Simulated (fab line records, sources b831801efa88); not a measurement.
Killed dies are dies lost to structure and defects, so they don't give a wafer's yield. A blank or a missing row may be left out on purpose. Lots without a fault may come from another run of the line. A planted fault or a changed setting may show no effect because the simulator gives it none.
Which tool did it? | flow sfq_line | 13 lots, 39 wafers sampled, at 3 steps of a route of 325

WHAT THE GAUGES READ, wafer by wafer
SFQ_R5_THK_MEAS_934: measures by xrf. Usual: R5_MONX_THK 40.0 nm, standard deviation 0.6.
lot  | measured     | on            | R5_MONX_THK (nm) | flag
L625 | day 60 16:52 | film_metro-04 | 40.2 39.5 39.8   |
L626 | day 60 23:47 | film_metro-01 | 41.0 40.5 40.9   |
L628 | day 70 05:28 | film_metro-04 | 40.3 40.6 40.4   |
L630 | day 71 02:41 | film_metro-01 | 39.3 39.7 39.8   |
L631 | day 71 11:40 | film_metro-04 | 40.4 41.3 40.5   |
L632 | day 73 05:20 | film_metro-04 | 39.9 38.9 39.9   |
L633 | day 73 08:30 | film_metro-03 | 41.4 41.2 41.0   |
L634 | day 73 11:46 | film_metro-04 | 39.5 39.8 39.7   |
L638 | day 74 10:07 | film_metro-04 | 40.0 40.6 40.0   |
L643 | day 75 22:26 | film_metro-04 | 40.4 40.2 40.0   |
L644 | day 75 23:28 | film_metro-01 | 40.5 40.1 40.3   |
L647 | day 76 11:02 | film_metro-04 | 39.6 39.2 39.7   |
L648 | day 76 14:03 | film_metro-03 | 40.0 39.9 40.3   |

WHICH TOOL RAN EACH LOT (tool, then ch and the chambers of the sampled wafers, then the start)
lot  | SFQ_TRILAYER_M0_BARC_OPEN_METAL_ETCH_031 | SFQ_TRILAYER_M0_STRIP_STRIP_025
L625 | rie_metal-03 ch 1, day 11 19:29          | rie_metal-03 ch 1, day 11 19:41
L626 | rie_metal-03 ch 1, day 12 00:17          | rie_metal-03 ch 1, day 12 00:29
L628 | rie_metal-03 ch 0,1, day 12 20:41        | rie_metal-03 ch 0,1, day 12 20:53
L630 | rie_metal-04 ch 0,1, day 14 01:38        | rie_metal-04 ch 0,1, day 14 02:00
L631 | rie_metal-03 ch 0, day 14 12:25          | rie_metal-03 ch 0, day 14 12:47
L632 | rie_metal-02 ch 0,1, day 14 20:50        | rie_metal-02 ch 0,1, day 14 21:12
L633 | rie_metal-03 ch 0,1, day 15 10:01        | rie_metal-03 ch 0,1, day 15 10:12
L634 | rie_metal-03 ch 0,1, day 15 19:37        | rie_metal-03 ch 0,1, day 15 19:48
L638 | rie_metal-03 ch 0,1, day 17 08:38        | rie_metal-03 ch 0,1, day 17 08:49
L643 | rie_metal-02 ch 0,1, day 18 15:57        | rie_metal-02 ch 0,1, day 18 16:08
L644 | rie_metal-04 ch 0,1, day 19 07:33        | rie_metal-04 ch 0,1, day 19 07:44
L647 | rie_metal-02 ch 0,1, day 20 21:12        | rie_metal-02 ch 0,1, day 20 21:23
L648 | rie_metal-02 ch 0,1, day 21 05:36        | rie_metal-02 ch 0,1, day 21 05:47
- SFQ_TRILAYER_M0_BARC_OPEN_METAL_ETCH_031: etches BARC in O2, target depth 125 nm, time 41.7 s.
- SFQ_TRILAYER_M0_STRIP_STRIP_025: strips in O2.

WHAT THE TOOLS THEMSELVES READ (means of the sampled wafers that have a number; where no wafer has one, the mark that the record gives instead)
SFQ_TRILAYER_M0_BARC_OPEN_METAL_ETCH_031. Usual: drypump_motor_current_A 5.6 A, standard deviation 0.42; oes_product_au 0.684 a.u., standard deviation 0.0048; run_length_s 70.00 s, standard deviation 0.29.
lot  | tool         | drypump_motor_current_A (A) | oes_product_au (a.u.) | run_length_s (s) | flag
L625 | rie_metal-03 | 5.8                         | 0.681                 | 70.11            |
L626 | rie_metal-03 | 5.8                         | 0.686                 | 70.01            |
L628 | rie_metal-03 | 5.7                         | 0.681                 | 70.12            |
L630 | rie_metal-04 | 5.3                         | 0.682                 | 70.17            |
L631 | rie_metal-03 | 5.5                         | 0.682                 | 69.96            |
L632 | rie_metal-02 | 5.7                         | 0.686                 | 70.01            |
L633 | rie_metal-03 | 5.6                         | 0.686                 | 69.85            |
L634 | rie_metal-03 | 5.7                         | 0.684                 | 70.11            |
L638 | rie_metal-03 | 5.6                         | 0.627                 | 80.61            | OFF
L643 | rie_metal-02 | 5.7                         | 0.690                 | 69.76            |
L644 | rie_metal-04 | 5.2                         | 0.681                 | 70.21            |
L647 | rie_metal-02 | 5.7                         | 0.685                 | 69.77            |
L648 | rie_metal-02 | 6.0                         | 0.684                 | 69.90            |

SFQ_TRILAYER_M0_STRIP_STRIP_025. Usual: drypump_motor_current_A 5.6 A, standard deviation 0.42; oes_product_au 1.002 a.u., standard deviation 0.0078.
lot  | tool         | drypump_motor_current_A (A) | oes_product_au (a.u.) | flag
L625 | rie_metal-03 | 5.8                         | 1.006                 |
L626 | rie_metal-03 | 5.8                         | 1.003                 |
L628 | rie_metal-03 | 5.7                         | 1.001                 |
L630 | rie_metal-04 | 5.2                         | 1.002                 |
L631 | rie_metal-03 | 5.5                         | 0.989                 |
L632 | rie_metal-02 | 5.7                         | 1.000                 |
L633 | rie_metal-03 | 5.6                         | 1.002                 |
L634 | rie_metal-03 | 5.7                         | 1.001                 |
L638 | rie_metal-03 | 5.7                         | 1.009                 |
L643 | rie_metal-02 | 5.7                         | 1.001                 |
L644 | rie_metal-04 | 5.2                         | 1.010                 |
L647 | rie_metal-02 | 5.7                         | 1.001                 |
L648 | rie_metal-02 | 6.0                         | 1.001                 |

THE ANSWER, worked out from the rows above alone
Rule: a lot is off if the mean of its wafers that have a number lies more than 3 standard deviations from the usual mean. A lot without any number at a reading at which 4 lots or more have one is off too. The other lots that the step has rows for count as sound. The gauges are gone through in route order, then the tools' own readings, and for those a lot's mean is taken as printed above. The first step at which some lot is off is used, and at that step the reading that is off furthest; a lot without a number counts as furthest.
Off: L638, at SFQ_TRILAYER_M0_BARC_OPEN_METAL_ETCH_031 (run_length_s).
A tool fits if, at that step or a process step before it, it ran every lot that is off, and no sound lot after the first of them. One fits: rie_metal-03 at SFQ_TRILAYER_M0_BARC_OPEN_METAL_ETCH_031. Its last sound lot is L634 (day 15 19:37), its first lot that is off L638 (day 17 08:38): a fault that began between those two fits.
The tool's own readings at SFQ_TRILAYER_M0_BARC_OPEN_METAL_ETCH_031 bear it out: on the lots that are off they differ by more than 5 times the standard deviation of the sound lots' means. oes_product_au reads 0.627 a.u. there against 0.684 a.u. on the sound lots; run_length_s reads 80.61 s there against 70.00 s on the sound lots.

WHAT THE SIMULATOR HAD PUT IN
Process parameter drift: rie_metal-03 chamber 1, from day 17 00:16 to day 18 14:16, at SFQ_TRILAYER_M0_BARC_OPEN_METAL_ETCH_031. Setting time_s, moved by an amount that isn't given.
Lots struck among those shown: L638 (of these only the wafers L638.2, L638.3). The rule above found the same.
